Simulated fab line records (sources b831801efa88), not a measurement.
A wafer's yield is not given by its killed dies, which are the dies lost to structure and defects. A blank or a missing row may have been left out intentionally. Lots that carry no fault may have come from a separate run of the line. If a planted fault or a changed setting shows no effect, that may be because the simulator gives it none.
fab line records	flow gf180mcu
record: lots: 6	wafers: 18	last-day: 33
route steps=602 shown CONTACT@305 M1@315
lots with no fault: from the same line, run without faults
start-h: the number of hours between the record's first day and the start of the first shown wafer of the lot	wait-h: hours since the lot's step before	" same as the row above	L1.1+2: a single row standing in for several wafers	- no value, or no start given	* or withheld: withheld	< > ~ a bound
route shown NAME@n: a module of which the file shows steps, and the number in the route of the first	usual: the fault-free wafers' mean and standard deviation	same: alike in all rows	chamber/n: place in a boat	sites: readings site by site	_std_site: their standard deviation	_edge_site: outer sites' mean less inner sites'	radius-mm: for every site, how far away it sits from the centre of the wafer	mask NAME#n: copy n	behind: tool/chamber where the wafer was last shaped	hold: why the lot was held/for how many hours/how that ended	device: the transistor (n, p or np) that didn't switch	end of line: tests of these same wafers at the route's end	step lacking rows: just its recipe	killed: at the first sort, the dies lost to defects and structure; wafer yield is something else	map: shows each die of a wafer: x if killed, . if not, _ if none is there
set.NAME: the setting that was run; set.NAME@STEP: the one run at that earlier step	model.NAME: the simulator's own value behind a step, which no gauge read
certain route steps with their lots: each step a table, each wafer a row
services: the hour from which a tool's chamber was out of use, counted from the record's first day as start-h (under 0 if before that day), plus the number of hours and why
== steps ==
step: GF_CONTACT_STRIP_18
recipe: chemistry: O2/N2	power-w: 1400	pressure-mtorr: 1500	platen-temp-c: 250	o2-flow-sccm: 3000	n2-flow-sccm: 300	overash-fraction: 0.5
usual: drypump-motor-current-A: 5.6/0.37	heater-power-w: 327/25	n2-flow-sccm: 300.0/0.89	oes-product-au: 0.580/0.0053
lot.wafer	tool	chamber	start-h	wait-h	drypump-motor-current-A	heater-power-w	n2-flow-sccm	oes-product-au	rf-hours-counter-h
L296.1	plasma-asher-03	1	373.76	-	5.1	309	300.4	0.585	57
L296.5	"	1	"	"	5.1	307	299.6	0.587	-
L296.6	"	0	"	"	5.2	336	300.8	0.580	-
L304.2	plasma-asher-03	0	446.71	-	5.2	341	299.6	0.585	65
L304.4	"	0	"	"	5.3	341	299.7	0.575	-
L304.6	"	0	"	"	5.3	343	300.8	0.579	-
L310.1	plasma-asher-02	1	497.75	-	6.0	372	299.6	0.581	39
L310.3	"	1	"	"	6.1	372	299.9	0.577	-
L310.6	"	0	"	"	5.9	329	301.2	0.574	-
L314.1	plasma-asher-02	1	528.00	-	6.0	358	300.6	0.584	43
L314.2	"	0	"	"	5.9	326	298.6	0.581	43
L314.6	"	0	"	"	5.9	333	299.6	0.582	-
L315.1	plasma-asher-02	0	533.92	-	5.9	327	298.9	0.569	44
L315.3	"	1	"	"	6.0	376	298.9	0.570	-
L315.4	"	0	"	"	5.9	323	300.4	0.575	-
L316.1	plasma-asher-04	1	544.57	-	5.3	294	301.7	0.582	15
L316.3	"	1	"	"	5.3	298	301.3	0.581	-
L316.6	"	0	"	"	5.7	308	299.9	0.582	-
step: GF_CONTACT_CLEAN_19
recipe: chemistry: SPM
step: GF_CONTACT_CLEAN_20
recipe: chemistry: DIW
step: GF_CONTACT_CLEAN_21
recipe: chemistry: dHF	time-s: 20	dilution: 100:1	dry: ipa-marangoni
step: GF_CONTACT_SPUTTER_22
recipe: material: Ti	target-thk-nm: 15	chamber-pressure-pa: 5	power-w: 2500	substrate-temp-c: 200	time-s: 80.02
step: GF_CONTACT_SPUTTER_23
recipe: material: TiN	target-thk-nm: 10	chamber-pressure-pa: 5	power-w: 4000	time-s: 40
step: GF_CONTACT_CVD_24
recipe: material: W	target-thk-nm: 300	time-s: 90.339	temp-c: 400	pressure-torr: 40
usual: chamber-pressure-Torr: 40.02/0.091	heater-power-w: 887/67
lot.wafer	tool	chamber	start-h	wait-h	chamber-pressure-Torr	heater-power-w
L296.1	cvd-w-02	0	374.16	0.0	39.91	972
L296.5	"	1	"	"	40.09	951
L296.6	"	0	"	"	39.79	965
L304.2	cvd-w-02	1	447.10	0.0	40.00	851
L304.4	"	0	"	"	40.02	951
L304.6	"	0	"	"	40.00	928
L310.1	cvd-w-02	0	498.16	0.0	40.03	954
L310.3	"	1	"	"	40.06	827
L310.6	"	0	"	"	40.04	909
L314.1	cvd-w-02	0	528.40	0.0	39.95	927
L314.2	"	1	"	"	40.00	858
L314.6	"	1	"	"	39.93	851
L315.1	cvd-w-01	0	534.32	0.0	40.05	995
L315.3	"	0	"	"	39.88	950
L315.4	"	1	"	"	39.97	834
L316.1	cvd-w-02	1	544.97	0.0	39.99	847
L316.3	"	0	"	"	39.96	934
L316.6	"	1	"	"	40.01	826
step: GF_CONTACT_RS_MEAS_25
recipe: thk-meas-gauge: four-point-probe	reads: W_of_CONTACT_CVD_24+TiN_of_CONTACT_SPUTTER_23+Ti_of_CONTACT_SPUTTER_22
usual: CONTACT_W_RS: 0.381/0.0038
lot.wafer	tool	chamber	start-h	wait-h	CONTACT_W_RS[ohm/sq]
L296.1	film-metro-01	-	374.26	0.1	0.379
L296.5	"	-	"	"	0.378
L296.6	"	-	"	"	0.382
L304.2	film-metro-01	-	447.22	0.1	0.375
L304.4	"	-	"	"	0.377
L304.6	"	-	"	"	0.375
L310.1	film-metro-03	-	498.26	0.1	0.379
L310.3	"	-	"	"	0.383
L310.6	"	-	"	"	0.380
L314.1	film-metro-02	-	528.50	0.1	0.380
L314.2	"	-	"	"	0.377
L314.6	"	-	"	"	0.379
L315.1	film-metro-02	-	534.42	0.1	0.384
L315.3	"	-	"	"	0.383
L315.4	"	-	"	"	0.382
L316.1	film-metro-02	-	545.07	0.1	0.384
L316.3	"	-	"	"	0.384
L316.6	"	-	"	"	0.384
step: GF_CONTACT_THK_MEAS_26
recipe: thk-meas-gauge: xrf	reads: W_of_CONTACT_CVD_24
usual: CONTACT_W_THK: 306/4.2
lot.wafer	tool	chamber	start-h	wait-h	CONTACT_W_THK[nm]
L296.1	film-metro-01	-	374.38	0.1	309
L296.5	"	-	"	"	310
L296.6	"	-	"	"	309
L304.2	film-metro-01	-	447.33	0.1	312
L304.4	"	-	"	"	310
L304.6	"	-	"	"	314
L310.1	film-metro-03	-	498.38	0.1	304
L310.3	"	-	"	"	301
L310.6	"	-	"	"	305
L314.1	film-metro-02	-	528.62	0.1	309
L314.2	"	-	"	"	310
L314.6	"	-	"	"	309
L315.1	film-metro-02	-	534.54	0.1	305
L315.3	"	-	"	"	306
L315.4	"	-	"	"	307
L316.1	film-metro-02	-	545.19	0.1	305
L316.3	"	-	"	"	306
L316.6	"	-	"	"	307
step: GF_CONTACT_CMP_27
recipe: stop-on: SiO2	down-force-psi: 3.5	platen-rpm: 60	t-overpolish-s: 15	target-thk-nm: 0	pad-velocity-m-s: 0.94248
usual: motor-current-A: 11.4/0.61	overpolish-run-s: 15.000/0.0093	time-to-endpoint-s: 72/3.5
lot.wafer	tool	chamber	start-h	wait-h	motor-current-A	overpolish-run-s	time-to-endpoint-s
L296.1	cmp-02	3	374.54	0.1	12.4	14.990	71
L296.5	"	1	"	"	10.8	15.002	70
L296.6	"	2	"	"	11.3	14.978	64
L304.2	cmp-02	1	447.43	0.1	11.2	15.000	73
L304.4	"	2	"	"	11.2	14.998	66
L304.6	"	0	"	"	11.8	14.980	76
L310.3	cmp-02	1	498.44	0.0	10.2	15.002	73
L310.1	"	2	"	"	12.0	15.006	66
L310.6	"	2	"	"	11.8	15.008	64
L314.2	cmp-01	3	528.68	0.0	11.4	15.009	72
L314.1	"	1	"	"	10.6	14.995	72
L314.6	"	3	"	"	11.0	15.014	70
L315.1	cmp-01	3	534.60	0.1	11.9	14.994	72
L315.4	"	1	"	"	10.6	14.998	72
L315.3	"	2	"	"	10.0	14.997	76
L316.3	cmp-02	1	545.30	0.1	10.4	15.001	73
L316.1	"	2	"	"	11.8	14.996	69
L316.6	"	0	"	"	12.0	15.030	77
step: GF_M1_SPUTTER_00
recipe: material: Ti	target-thk-nm: 37.5	arriving-ion-energy-ev: 80	substrate-temp-c: 200	chamber-pressure-pa: 2	power-w: 4000	time-s: 150
usual: throttle-valve-pct: 30.0/0.51
lot.wafer	tool	chamber	start-h	wait-h	throttle-valve-pct
L296.1	pvd-sputter-03	-	374.74	0.1	29.9
L296.5	"	-	"	"	29.7
L296.6	"	-	"	"	30.1
L304.2	pvd-sputter-02	-	447.68	0.2	30.5
L304.4	"	-	"	"	29.1
L304.6	"	-	"	"	30.3
L310.1	pvd-sputter-02	-	498.74	0.2	30.7
L310.3	"	-	"	"	30.2
L310.6	"	-	"	"	29.4
L314.1	pvd-sputter-02	-	528.98	0.1	29.4
L314.2	"	-	"	"	29.9
L314.6	"	-	"	"	30.8
L315.1	pvd-sputter-03	-	534.90	0.2	29.6
L315.3	"	-	"	"	29.3
L315.4	"	-	"	"	30.2
L316.1	pvd-sputter-02	-	545.55	0.1	29.3
L316.3	"	-	"	"	30.1
L316.6	"	-	"	"	30.2
step: GF_M1_SPUTTER_01
recipe: material: TiN	target-thk-nm: 30	power-w: 6500	time-s: 25	chamber-pressure-pa: 0.4
step: GF_M1_SPUTTER_02
recipe: material: AlCu	target-thk-nm: 450	power-w: 10600	time-s: 23.9	chamber-pressure-pa: 0.4
usual: throttle-valve-pct: 30.0/0.51
lot.wafer	tool	chamber	start-h	wait-h	throttle-valve-pct	model.AlCu_of_M1_SPUTTER_02.thk-nm
L296.1	pvd-sputter-03	-	374.87	0.0	29.6	455.7
L296.5	"	-	"	"	29.6	452.9
L296.6	"	-	"	"	30.0	455.8
L304.2	pvd-sputter-02	-	447.81	0.0	30.4	451.1
L304.4	"	-	"	"	29.2	455.3
L304.6	"	-	"	"	30.8	453.3
L310.1	pvd-sputter-02	-	498.87	0.0	30.5	443.7
L310.3	"	-	"	"	30.3	450.3
L310.6	"	-	"	"	29.4	446.7
L314.1	pvd-sputter-02	-	529.11	0.0	29.7	872.4
L314.2	"	-	"	"	29.9	873.8
L314.6	"	-	"	"	30.8	871.8
L315.1	pvd-sputter-03	-	535.03	0.0	29.7	452.9
L315.3	"	-	"	"	29.2	454.8
L315.4	"	-	"	"	30.3	460.8
L316.1	pvd-sputter-02	-	545.68	0.0	29.1	867.2
L316.3	"	-	"	"	30.1	867.7
L316.6	"	-	"	"	30.3	867.6
step: GF_M1_SPUTTER_03
recipe: material: Ti	target-thk-nm: 10	substrate-temp-c: 300	chamber-pressure-pa: 0.3	power-w: 3000	time-s: 6.7
usual: throttle-valve-pct: 30.0/0.52
lot.wafer	tool	chamber	start-h	wait-h	throttle-valve-pct
L296.1	pvd-sputter-03	-	374.90	0.0	29.6
L296.5	"	-	"	"	29.4
L296.6	"	-	"	"	30.0
L304.2	pvd-sputter-02	-	447.84	0.0	30.9
L304.4	"	-	"	"	29.6
L304.6	"	-	"	"	30.4
L310.1	pvd-sputter-02	-	498.90	0.0	30.7
L310.3	"	-	"	"	30.0
L310.6	"	-	"	"	29.5
L314.1	pvd-sputter-02	-	529.14	0.0	29.4
L314.2	"	-	"	"	30.2
L314.6	"	-	"	"	30.7
L315.1	pvd-sputter-03	-	535.06	0.0	29.8
L315.3	"	-	"	"	29.3
L315.4	"	-	"	"	29.9
L316.1	pvd-sputter-02	-	545.71	0.0	29.2
L316.3	"	-	"	"	30.1
L316.6	"	-	"	"	30.2
step: GF_M1_SPUTTER_04
recipe: material: TiN	target-thk-nm: 50	power-w: 6500	time-s: 41.7	chamber-pressure-pa: 0.4
step: GF_M1_RS_MEAS_05
recipe: thk-meas-gauge: four-point-probe	reads: TiN_of_M1_SPUTTER_04+Ti_of_M1_SPUTTER_03+AlCu_of_M1_SPUTTER_02+TiN_of_M1_SPUTTER_01+Ti_of_M1_SPUTTER_00
usual: M1_ALCU_RS: 0.0692/0.00058
lot.wafer	tool	chamber	start-h	wait-h	hold	M1_ALCU_RS[ohm/sq]
L296.1	film-metro-02	-	374.96	0.0	-	0.0687
L296.5	"	-	"	"	-	0.0691
L296.6	"	-	"	"	-	0.0687
L304.2	film-metro-03	-	447.92	0.0	-	0.0693
L304.4	"	-	"	"	-	0.0689
L304.6	"	-	"	"	-	0.0690
L310.1	film-metro-03	-	498.96	0.0	-	0.0704
L310.3	"	-	"	"	-	0.0695
L310.6	"	-	"	"	-	0.0700
L314.1	film-metro-04	-	529.20	0.0	await-dispo/0.2h/release	0.0357
L314.2	"	-	"	"	await-dispo/0.2h/release	0.0357
L314.6	"	-	"	"	await-dispo/0.2h/release	0.0357
L314.1	film-metro-04	-	529.49	0.3	-	0.0356
L314.2	"	-	"	"	-	0.0356
L314.6	"	-	"	"	-	0.0357
L315.1	film-metro-03	-	535.12	0.0	-	0.0692
L315.3	"	-	"	"	-	0.0689
L315.4	"	-	"	"	-	0.0680
L316.1	film-metro-04	-	545.77	0.0	await-dispo/0.2h/release	0.0359
L316.3	"	-	"	"	await-dispo/0.2h/release	0.0358
L316.6	"	-	"	"	await-dispo/0.2h/release	0.0359
L316.1	film-metro-04	-	546.06	0.3	-	0.0358
L316.3	"	-	"	"	-	0.0358
L316.6	"	-	"	"	-	0.0359
== services ==
tool	chamber	start-h	hours	kind
cmp-02	-	355.13	13.0	pm
cvd-w-02	-	355.73	0.6	repair
cmp-01	-	371.60	6.8	pm
plasma-asher-04	-	380.97	0.8	repair
cmp-01	-	382.11	4.2	repair
cvd-w-02	-	390.00	14.0	pm
pvd-sputter-03	1	395.13	-	consumable-replace:kit
pvd-sputter-03	1	395.13	18.0	scheduled-down
cmp-01	-	404.22	4.0	pm
cmp-01	-	420.31	14.6	pm
plasma-asher-04	-	421.31	9.0	pm
cmp-02	-	435.17	3.4	pm
plasma-asher-02	-	435.81	10.1	repair
cmp-01	-	442.54	14.9	repair
cmp-01	-	458.61	8.0	pm
pvd-sputter-02	0	464.46	-	consumable-replace:kit
pvd-sputter-02	0	464.46	18.0	scheduled-down
pvd-sputter-02	0	464.46	18.0	vent-cycle
cmp-01	-	512.55	1.7	repair
cvd-w-01	1	517.74	15.2	repair
cmp-01	-	529.01	1.0	repair
pvd-sputter-02	-	533.84	2.0	repair
cmp-01	-	540.32	1.3	repair
cvd-w-01	0	544.10	4.0	repair
== key ==
first-sign: step: GF_M1_RS_MEAS_05	reading: visit	direction: added
effect: step: GF_M1_RS_MEAS_05	reading: M1_ALCU_RS	direction: down	sigmas: 58	usual: 0.0692	struck: 0.0358
model-effect: step: GF_M1_SPUTTER_02	value: AlCu_of_M1_SPUTTER_02.thk-nm	without: 448.7	struck: 870.1
met-at GF_M1_SPUTTER_02
struck-wafers L314.1,L314.2,L314.6,L316.1,L316.3,L316.6
scrapped-behind GF_M1_RS_MEAS_05 L314.1,L314.2,L314.6,L316.1,L316.3,L316.6
onset-between 498.87 529.11
also-fits GF_CONTACT_CVD_24:cvd-w-02,GF_M1_SPUTTER_00:pvd-sputter-02,GF_M1_SPUTTER_03:pvd-sputter-02
fault: kind: process-parameter-drift	tool: pvd-sputter-02	chamber: -	onset-h: 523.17	steps: GF_M1_SPUTTER_02	channel: target-thk-nm	offset: 421.44	shape: step	end-h: 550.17	acts-in: these-recipes-only	stated: 450
